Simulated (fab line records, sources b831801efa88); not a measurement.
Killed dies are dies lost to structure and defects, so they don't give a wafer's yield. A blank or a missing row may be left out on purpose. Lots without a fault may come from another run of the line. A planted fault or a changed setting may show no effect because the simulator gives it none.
Which tool did it? | flow sky130 | 14 lots, 42 wafers sampled, at 5 steps of a route of 708

WHAT THE GAUGES READ, wafer by wafer
SKY_SONOS_TUNNEL_OVL_MEAS_08. Usual: SONOS_TUNNEL_OVL -0.3 nm, standard deviation 1.2.
lot  | measured     | on         | SONOS_TUNNEL_OVL (nm) | flag
L502 | day 11 04:18 | overlay-01 | -1.6 -0.4 -1.9        |
L504 | day 11 19:47 | overlay-01 | -0.9 -0.5 -1.0        |
L505 | day 12 01:13 | overlay-01 | -0.9 -1.5 -1.0        |
L506 | day 12 20:19 | overlay-01 | -1.0 0.7 -0.6         |
L509 | day 13 14:16 | overlay-02 | -1.3 -1.1 -1.7        |
L511 | day 14 17:22 | overlay-02 | -0.3 0.7 2.6          |
L512 | day 14 23:39 | overlay-02 | -1.3 -0.6 0.2         |
L515 | day 16 12:59 | overlay-01 | -0.1 -0.2 -0.2        |
L516 | day 17 00:30 | overlay-02 | -1.0 -2.1 -0.6        |
L518 | day 17 03:49 | overlay-01 | 1.0 1.8 2.1           |
L521 | day 17 19:25 | overlay-01 | 1.1 2.1 0.6           |
L522 | day 17 20:40 | overlay-02 | -1.3 -1.0 -0.4        |
L524 | day 18 22:15 | overlay-01 | 0.3 -0.6 -0.3         |
L525 | day 19 09:05 | overlay-01 | -2.7 -1.3 -2.1        |

SKY_SONOS_ONO_THK_MEAS_01. Usual: SONOS_ONO_OXIDATION_THK 2.44 nm, standard deviation 0.052.
lot  | measured     | on            | SONOS_ONO_OXIDATION_THK (nm) | flag
L502 | day 11 06:10 | film_metro-01 | 2.43 2.41 2.49               |
L504 | day 11 23:39 | film_metro-01 | 2.49 2.49 2.50               |
L505 | day 12 03:35 | film_metro-01 | 2.39 2.41 2.50               |
L506 | day 12 23:46 | film_metro-02 | 2.49 2.42 2.44               |
L509 | day 13 16:55 | film_metro-03 | 2.40 2.48 2.50               |
L511 | day 14 20:38 | film_metro-02 | 2.53 2.47 2.47               |
L512 | day 15 03:52 | film_metro-03 | 2.46 2.45 2.49               |
L515 | day 16 17:07 | film_metro-01 | 2.50 2.49 2.49               |
L516 | day 17 05:05 | film_metro-02 | 2.40 2.45 2.42               |
L518 | day 17 07:55 | film_metro-01 | 2.34 2.33 2.40               |
L521 | day 17 21:44 | film_metro-01 | 2.46 2.45 2.45               |
L522 | day 18 00:08 | film_metro-02 | 2.43 2.47 2.49               |
L524 | day 19 01:36 | film_metro-01 | 2.45 2.45 2.44               |
L525 | day 19 11:26 | film_metro-03 | 2.45 2.41 2.43               |

SKY_GATE_OXIDE_OVL_MEAS_10. Usual: GATE_OXIDE_OVL -0.5 nm, standard deviation 1.3.
lot  | measured     | on         | GATE_OXIDE_OVL (nm) | flag
L502 | day 13 11:28 | overlay-01 | -1.1 -3.0 -2.7      |
L504 | day 14 08:53 | overlay-01 | 0.0 -0.7 -0.5       |
L505 | day 14 11:47 | overlay-02 | -1.3 -0.6 -0.7      |
L506 | day 15 07:12 | overlay-01 | -0.3 -0.1 -0.1      |
L509 | day 16 05:41 | overlay-02 | -0.6 -0.7 -0.8      |
L511 | day 17 07:20 | overlay-01 | -1.6 -2.0 -3.0      |
L512 | day 17 18:05 | overlay-01 | 0.9 -0.3 -1.1       |
L515 | day 19 09:23 | overlay-01 | 1.2 0.0 1.6         |
L516 | day 20 00:48 | overlay-02 | -0.2 -1.1 -0.5      |
L518 | day 20 03:14 | overlay-01 | -2.7 -3.1 -3.5      |
L521 | day 20 16:17 | overlay-01 | 157.2 156.8 157.2   | OFF
L522 | day 20 20:16 | overlay-01 | -0.7 -2.3 -0.3      |
L524 | day 21 21:56 | overlay-01 | 157.8 157.3 155.4   | OFF
L525 | day 22 17:41 | overlay-02 | 0.6 -0.5 -1.3       |

SKY_POLY_GATE_THK_MEAS_04. Usual: POLY_GATE_CVD_03_THK 75.3 nm, standard deviation 0.67.
lot  | measured     | on            | POLY_GATE_CVD_03_THK (nm) | flag
L502 | day 14 18:22 | film_metro-04 | 74.4 74.9 74.6            |
L504 | day 15 17:05 | film_metro-02 | 73.9 74.3 74.3            |
L505 | day 15 23:37 | film_metro-02 | 74.9 75.3 75.9            |
L506 | day 16 15:18 | film_metro-01 | 75.5 75.4 75.2            |
L509 | day 17 15:34 | film_metro-01 | 75.4 75.0 75.7            |
L511 | day 18 22:10 | film_metro-04 | 75.1 75.3 75.0            |
L512 | day 19 06:22 | film_metro-04 | 75.9 75.5 75.4            |
L515 | day 20 22:02 | film_metro-04 | 75.4 75.8 75.7            |
L516 | day 21 11:56 | film_metro-01 | 74.6 74.2 75.1            |
L518 | day 21 15:58 | film_metro-02 | 75.7 75.9 75.5            |
L521 | day 22 04:16 | film_metro-04 | 75.6 75.4 75.2            |
L522 | day 22 08:13 | film_metro-01 | 75.2 75.4 74.9            |
L524 | day 23 09:09 | film_metro-02 | 77.5 76.6 76.8            |
L525 | day 24 04:19 | film_metro-04 | 75.0 74.8 74.4            |

WHICH TOOL RAN EACH LOT (tool, then ch and the chambers of the sampled wafers, then the start)
lot  | SKY_GATE_OXIDE_EXPOSE_07
L502 | iline_stepper-01 ch 0, day 12 23:19
L504 | iline_stepper-02 ch 0, day 13 19:43
L505 | iline_stepper-02 ch 0, day 13 23:26
L506 | iline_stepper-02 ch 0, day 14 18:10
L509 | iline_stepper-02 ch 0, day 15 15:59
L511 | iline_stepper-02 ch 0, day 16 17:53
L512 | iline_stepper-01 ch 0, day 17 03:18
L515 | iline_stepper-02 ch 0, day 18 18:09
L516 | iline_stepper-01 ch 0, day 19 09:41
L518 | iline_stepper-02 ch 0, day 19 11:49
L521 | iline_stepper-02 ch 0, day 20 01:33
L522 | iline_stepper-01 ch 0, day 20 05:49
L524 | iline_stepper-02 ch 0, day 21 06:52
L525 | iline_stepper-01 ch 0, day 22 02:26
- SKY_GATE_OXIDE_EXPOSE_07: exposes mask LVOM, target cd 600 nm.

WHAT THE TOOLS THEMSELVES READ (means of the sampled wafers that have a number; where no wafer has one, the mark that the record gives instead)
The record holds no such reading with a usual standard deviation.

THE ANSWER, worked out from the rows above alone
Rule: a lot is off if the mean of its wafers that have a number lies more than 3 standard deviations from the usual mean. A lot without any number at a reading at which 4 lots or more have one is off too. The other lots that the step has rows for count as sound. The gauges are gone through in route order, then the tools' own readings, and for those a lot's mean is taken as printed above. The first step at which some lot is off is used, and at that step the reading that is off furthest; a lot without a number counts as furthest.
Off: L521, L524, at SKY_GATE_OXIDE_OVL_MEAS_10 (GATE_OXIDE_OVL).
A tool fits if, at a process step before that reading, it ran every lot that is off, and no sound lot after the first of them. The gauges at SKY_GATE_OXIDE_OVL_MEAS_10 are tried like those tools. One fits: iline_stepper-02 at SKY_GATE_OXIDE_EXPOSE_07. Its last sound lot is L518 (day 19 11:49), its first lot that is off L521 (day 20 01:33): a fault that began between those two fits.

WHAT THE SIMULATOR HAD PUT IN
Scanner matching overlay: iline_stepper-02, from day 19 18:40 on, at SKY_GATE_OXIDE_EXPOSE_07. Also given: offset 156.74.
Lots struck among those shown: L521, L524. The rule above found the same.
